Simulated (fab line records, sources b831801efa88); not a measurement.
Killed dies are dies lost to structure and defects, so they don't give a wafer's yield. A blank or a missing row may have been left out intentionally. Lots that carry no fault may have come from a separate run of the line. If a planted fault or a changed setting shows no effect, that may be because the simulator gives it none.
fab line records    flow gf180mcu
record lots=15  wafers=45  lastDay=34
route steps=602 shown V3@434 M4@456
lots untouched by any fault: they come from a run of this same line in which no faults occurred
startH: hours from the record's opening day to when the first of the lot's shown wafers began    waitH: hours from the lot's prior step to this one    " identical to the entry in the row above    L1.1+2: several wafers, shown together as one row    - no value, or no start was given    * or withheld: withheld    < > ~ a bound
route shown NAME@n: names a module that has steps shown in the file, with the first one's number in the route    usual: mean/standard deviation of fault-free wafers    same: alike in all rows    chamber/n: place in a boat    sites: per-site readings    _std_site: the values' standard deviation    _edge_site: the outer-site mean with the inner-site mean subtracted    radiusMm: for every site, how far away it sits from the centre of the wafer    mask NAME#n: copy n    behind: the tool/chamber that last shaped the wafer    hold: the reason the lot was held/the length of the hold in hours/how it ended    device: the transistor (n, p or np) that didn't switch    end of line: tests of these same wafers at the route's end    step lacking rows: just its recipe    killed: not the wafer's yield, but the dies lost to structure and defects at the first sort    map: per-die view of a wafer (x killed, . not killed, _ where there is no die)
set.NAME: the setting the step ran with; set.NAME@STEP: the setting that earlier step ran with    model.NAME: the simulator's own value behind a step, which no gauge read
steps of the route over a sample of lots; a table a step, a row a wafer
services: from which hour (startH, from the record's first day; less than 0 if before it) a tool's chamber was out of use, for how many hours, and why
## steps
# step GF_V3_BOW_MEAS_05
# recipe mode=bow
# usual V3_BOW=115/8.4
lot.wafer  tool          chamber  startH  waitH  V3_BOW[um]
L552.1     filmMetro-02  -        496.45  0.1    120
L552.5     "             -        "       "      121
L552.6     "             -        "       "      110
L555.3     filmMetro-02  -        527.67  0.2    129
L555.4     "             -        "       "      124
L555.6     "             -        "       "      123
L556.2     filmMetro-02  -        536.67  0.1    120
L556.4     "             -        "       "      113
L556.6     "             -        "       "      116
L557.2     filmMetro-02  -        541.51  0.3    137
L557.3     "             -        "       "      130
L557.4     "             -        "       "      128
L558.2     filmMetro-01  -        550.37  0.1    109
L558.3     "             -        "       "      116
L558.4     "             -        "       "      107
L560.1     filmMetro-04  -        571.94  0.2    125
L560.4     "             -        "       "      118
L560.5     "             -        "       "      133
L561.3     filmMetro-01  -        576.92  0.2    111
L561.5     "             -        "       "      101
L561.6     "             -        "       "      115
L562.1     filmMetro-01  -        586.85  0.1    108
L562.2     "             -        "       "      102
L562.5     "             -        "       "      110
L563.4     filmMetro-01  -        594.51  0.2    107
L563.5     "             -        "       "      104
L563.6     "             -        "       "      105
L564.1     filmMetro-04  -        600.76  0.2    111
L564.2     "             -        "       "      109
L564.4     "             -        "       "      109
L566.2     filmMetro-04  -        610.53  0.1    122
L566.4     "             -        "       "      131
L566.6     "             -        "       "      116
L565.2     filmMetro-02  -        616.47  0.2    98
L565.3     "             -        "       "      110
L565.5     "             -        "       "      104
L569.2     filmMetro-01  -        641.01  0.2    109
L569.4     "             -        "       "      108
L569.5     "             -        "       "      108
L574.1     filmMetro-02  -        666.34  0.2    119
L574.5     "             -        "       "      114
L574.6     "             -        "       "      103
L573.1     filmMetro-02  -        668.83  0.2    111
L573.2     "             -        "       "      103
L573.6     "             -        "       "      121
# step GF_V3_STRIP_18
# recipe chemistry=O2/N2  powerW=1400  pressureMtorr=1500  platenTempC=250  o2FlowSccm=3000  n2FlowSccm=300  overashFraction=0.5
# usual drypumpMotorCurrentA=5.8/0.44  heaterPowerW=366/45  n2FlowSccm=300.1/0.84  oesProductAu=0.593/0.0042
lot.wafer  tool            chamber  startH  waitH  drypumpMotorCurrentA  heaterPowerW  n2FlowSccm  oesProductAu  rfHoursCounterH
L552.1     plasmaAsher-04  0        520.37  -      5.2                   422           299.4       0.589         91
L552.5     "               1        "       "      5.7                   379           300.7       0.593         -
L552.6     "               0        "       "      5.2                   409           301.5       0.592         -
L555.3     plasmaAsher-01  1        549.94  -      6.0                   425           299.4       0.589         -
L555.4     "               0        "       "      6.3                   301           300.1       0.595         -
L555.6     "               0        "       "      6.3                   314           299.8       0.591         -
L556.2     plasmaAsher-03  0        559.37  -      6.4                   356           300.6       0.590         47
L556.4     "               0        "       "      6.4                   350           300.0       0.586         -
L556.6     "               0        "       "      6.4                   349           299.8       0.595         -
L557.2     plasmaAsher-03  0        563.77  -      6.4                   357           300.1       0.588         47
L557.3     "               1        "       "      5.6                   305           299.9       0.600         -
L557.4     "               0        "       "      6.4                   353           300.2       0.586         -
L558.2     plasmaAsher-04  1        572.27  -      5.8                   390           300.1       0.588         97
L558.3     "               1        "       "      5.8                   371           300.9       0.595         -
L558.4     "               0        "       "      5.2                   417           300.4       0.595         -
L560.1     plasmaAsher-03  1        593.92  -      5.6                   304           299.7       0.597         49
L560.4     "               1        "       "      5.6                   307           299.5       0.595         -
L560.5     "               0        "       "      6.4                   343           300.5       0.589         -
L561.3     plasmaAsher-03  1        598.49  -      5.6                   300           300.4       0.602         -
L561.5     "               1        "       "      5.6                   312           299.3       0.586         -
L561.6     "               0        "       "      6.4                   352           300.6       0.590         -
L562.1     plasmaAsher-01  0        608.31  -      6.3                   308           300.2       0.593         19
L562.2     "               1        "       "      6.1                   435           300.0       0.595         19
L562.5     "               1        "       "      6.1                   411           300.1       0.595         -
L563.4     plasmaAsher-04  1        614.96  -      5.8                   397           299.8       0.596         -
L563.5     "               1        "       "      5.8                   379           299.9       0.586         -
L563.6     "               0        "       "      5.2                   408           302.3       0.592         -
L564.1     plasmaAsher-04  1        621.52  -      5.7                   380           300.6       0.588         102
L564.2     "               0        "       "      5.2                   407           298.8       0.590         102
L564.4     "               1        "       "      5.7                   386           300.6       0.597         -
L566.2     plasmaAsher-03  1        631.27  -      5.6                   309           301.2       0.595         53
L566.4     "               1        "       "      5.6                   312           302.8       0.592         -
L566.6     "               1        "       "      5.6                   314           300.9       0.591         -
L565.2     plasmaAsher-04  1        636.86  -      5.7                   372           301.5       0.601         104
L565.3     "               1        "       "      5.7                   386           298.6       0.599         -
L565.5     "               0        "       "      5.2                   425           301.3       0.595         -
L569.2     plasmaAsher-04  1        661.17  -      5.7                   379           298.6       0.598         106
L569.4     "               0        "       "      5.2                   421           298.8       0.601         -
L569.5     "               1        "       "      5.7                   367           298.9       0.595         -
L574.1     plasmaAsher-03  1        685.71  -      5.6                   307           299.6       0.588         59
L574.5     "               1        "       "      5.6                   309           298.9       0.593         -
L574.6     "               0        "       "      6.4                   345           301.0       0.586         -
L573.1     plasmaAsher-03  1        688.27  -      5.6                   311           299.6       0.594         59
L573.2     "               0        "       "      6.4                   341           300.6       0.592         59
L573.6     "               0        "       "      6.4                   350           300.5       0.592         -
# step GF_M4_SPUTTER_00
# recipe material=Ti  targetThkNm=37.5  arrivingIonEnergyEv=80  substrateTempC=200  chamberPressurePa=2  powerW=4000  timeS=150
# usual cathodeDcPowerW=4000.0/0.81  chamberPressurePa=2.000/0.0047  throttleValvePct=29.9/0.92
lot.wafer  tool           chamber  startH  waitH  cathodeDcPowerW  chamberPressurePa  throttleValvePct
L552.1     pvdSputter-03  -        521.60  0.2    4001.6           1.996              29.5
L552.5     "              -        "       "      3998.9           2.006              29.3
L552.6     "              -        "       "      3999.5           2.001              29.4
L555.3     pvdSputter-02  -        551.13  0.1    4000.9           2.001              28.7
L555.4     "              -        "       "      4002.2           2.012              31.6
L555.6     "              -        "       "      4000.0           1.997              29.1
L556.2     pvdSputter-03  -        560.59  0.2    4001.4           2.005              29.8
L556.4     "              -        "       "      3999.8           2.000              29.6
L556.6     "              -        "       "      4000.4           2.010              29.3
L557.2     pvdSputter-02  -        565.10  0.1    3999.3           1.996              31.7
L557.3     "              -        "       "      3998.3           2.003              29.1
L557.4     "              -        "       "      4000.6           2.002              29.9
L558.2     pvdSputter-03  -        573.49  0.2    3999.5           2.002              29.6
L558.3     "              -        "       "      4000.1           1.998              30.4
L558.4     "              -        "       "      3999.4           2.002              30.7
L560.1     pvdSputter-03  -        595.17  0.2    4000.7           2.002              30.9
L560.4     "              -        "       "      3999.4           2.005              30.4
L560.5     "              -        "       "      3999.9           1.991              29.5
L561.3     pvdSputter-02  -        599.68  0.2    4001.5           1.999              31.6
L561.5     "              -        "       "      3999.5           2.001              31.4
L561.6     "              -        "       "      3999.3           2.006              29.6
L562.1     pvdSputter-02  -        609.53  0.2    3999.8           1.997              28.9
L562.2     "              -        "       "      4000.6           2.000              29.1
L562.5     "              -        "       "      4000.2           2.003              28.5
L563.4     pvdSputter-03  -        616.15  0.1    4000.2           1.996              29.4
L563.5     "              -        "       "      4000.2           2.001              29.6
L563.6     "              -        "       "      4000.0           2.001              30.5
L564.1     pvdSputter-02  -        622.75  0.1    -                -                  -
L564.2     "              -        "       "      -                -                  -
L564.4     "              -        "       "      -                -                  -
L566.2     pvdSputter-01  -        632.49  0.2    -                -                  -
L566.4     "              -        "       "      -                -                  -
L566.6     "              -        "       "      -                -                  -
L565.2     pvdSputter-01  -        638.26  0.2    -                -                  -
L565.3     "              -        "       "      -                -                  -
L565.5     "              -        "       "      -                -                  -
L569.2     pvdSputter-03  -        662.47  0.1    3999.7           2.003              29.6
L569.4     "              -        "       "      3998.8           1.995              29.6
L569.5     "              -        "       "      4000.9           2.001              30.5
L574.1     pvdSputter-03  -        686.96  0.1    3999.4           1.999              31.4
L574.5     "              -        "       "      4001.0           2.009              29.5
L574.6     "              -        "       "      4000.3           1.996              30.7
L573.1     pvdSputter-02  -        689.50  0.2    3999.3           1.994              29.5
L573.2     "              -        "       "      4000.4           2.005              29.3
L573.6     "              -        "       "      4000.0           2.006              28.9
# step GF_M4_SPUTTER_03
# recipe material=Ti  targetThkNm=10  substrateTempC=300  chamberPressurePa=0.3  powerW=3000  timeS=6.7
# usual cathodeDcPowerW=3000.0/0.6  chamberPressurePa=0.3000/0.00059  throttleValvePct=29.9/0.92
lot.wafer  tool           chamber  startH  waitH  cathodeDcPowerW  chamberPressurePa  throttleValvePct
L552.1     pvdSputter-03  -        521.76  0.0    2999.7           0.3006             29.6
L552.5     "              -        "       "      3000.6           0.2998             29.5
L552.6     "              -        "       "      2999.7           0.3007             29.7
L555.3     pvdSputter-02  -        551.29  0.0    3000.0           0.3008             28.7
L555.4     "              -        "       "      2998.9           0.2996             31.5
L555.6     "              -        "       "      2999.6           0.2998             29.2
L556.2     pvdSputter-03  -        560.75  0.0    3000.1           0.2995             29.7
L556.4     "              -        "       "      3000.7           0.2997             29.4
L556.6     "              -        "       "      3000.5           0.3000             29.5
L557.2     pvdSputter-02  -        565.26  0.0    3000.9           0.3008             31.4
L557.3     "              -        "       "      3000.2           0.3003             28.9
L557.4     "              -        "       "      3000.2           0.3003             29.4
L558.2     pvdSputter-03  -        573.65  0.0    3000.3           0.2998             29.3
L558.3     "              -        "       "      2999.5           0.3003             30.4
L558.4     "              -        "       "      3000.6           0.2994             30.8
L560.1     pvdSputter-03  -        595.33  0.0    2998.9           0.2993             30.8
L560.4     "              -        "       "      2999.4           0.2993             30.2
L560.5     "              -        "       "      3000.6           0.3006             29.5
L561.3     pvdSputter-02  -        599.84  0.0    3000.4           0.2994             31.4
L561.5     "              -        "       "      2999.3           0.3000             31.3
L561.6     "              -        "       "      3000.7           0.2997             29.5
L562.1     pvdSputter-02  -        609.69  0.0    3000.2           0.3001             28.6
L562.2     "              -        "       "      3000.3           0.3008             28.9
L562.5     "              -        "       "      2999.8           0.3003             28.8
L563.4     pvdSputter-03  -        616.31  0.0    3000.8           0.3007             29.6
L563.5     "              -        "       "      3000.7           0.2998             29.5
L563.6     "              -        "       "      2999.6           0.3003             30.7
L564.1     pvdSputter-02  -        622.91  0.0    2999.6           0.3002             29.1
L564.2     "              -        "       "      3000.4           0.3009             28.6
L564.4     "              -        "       "      3001.0           0.3011             29.6
L566.2     pvdSputter-01  -        632.65  0.0    3000.0           0.3003             31.2
L566.4     "              -        "       "      3000.0           0.3012             30.8
L566.6     "              -        "       "      2999.8           0.2995             30.4
L565.2     pvdSputter-01  -        638.42  0.0    2999.2           0.3003             31.1
L565.3     "              -        "       "      3000.0           0.3001             30.6
L565.5     "              -        "       "      2999.9           0.2999             31.0
L569.2     pvdSputter-03  -        662.63  0.0    3001.1           0.3000             29.3
L569.4     "              -        "       "      2999.6           0.2991             29.6
L569.5     "              -        "       "      2999.2           0.3001             30.4
L574.1     pvdSputter-03  -        687.12  0.0    2999.6           0.3002             31.3
L574.5     "              -        "       "      2998.6           0.3003             29.5
L574.6     "              -        "       "      2998.2           0.3003             30.8
L573.1     pvdSputter-02  -        689.66  0.0    3000.0           0.3000             29.8
L573.2     "              -        "       "      2998.9           0.3003             29.1
L573.6     "              -        "       "      3000.1           0.3001             28.5
## services
tool            chamber  startH  hours  kind
pvdSputter-03   -        516.22  4.9    repair
plasmaAsher-03  -        567.99  12.2   repair
pvdSputter-02   -        572.08  3.3    repair
pvdSputter-02   -        589.13  4.5    repair
plasmaAsher-03  -        594.58  3.2    repair
plasmaAsher-04  -        599.27  4.2    repair
pvdSputter-02   -        610.90  6.0    repair
pvdSputter-03   -        634.79  1.3    repair
pvdSputter-01   -        676.22  92.4   repair
pvdSputter-01   -        679.23  7.9    repair
## key
firstSign step=GF_M4_SPUTTER_00  reading=toolRecord  direction=missing
effect none on later readings
metAt GF_M4_SPUTTER_00
struckLots L564,L565,L566
laterRowsLeftOut L564.1,L564.2,L564.4,L565.2,L565.3,L565.5,L566.2,L566.4,L566.6
sortLeftOut L564.1,L564.2,L564.4,L565.2,L565.3,L565.5,L566.2,L566.4,L566.6
notActingAt GF_V3_BOW_MEAS_05,GF_V3_STRIP_18,GF_M4_SPUTTER_03
onsetBetween 609.53 622.75
fault kind=skippedStepWhole  tool=pvdSputter-01,pvdSputter-02  chamber=-  onsetH=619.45  steps=GF_M4_SPUTTER_00  scope=struckLotsOnly
# sortLeftOut: the simulated sort isn't trusted on such a fault, so these wafers' sort isn't shown, and their yield isn't known
# laterRowsLeftOut: the simulator's readings of these wafers behind a module that went badly wrong aren't trusted and aren't shown, but for the sort
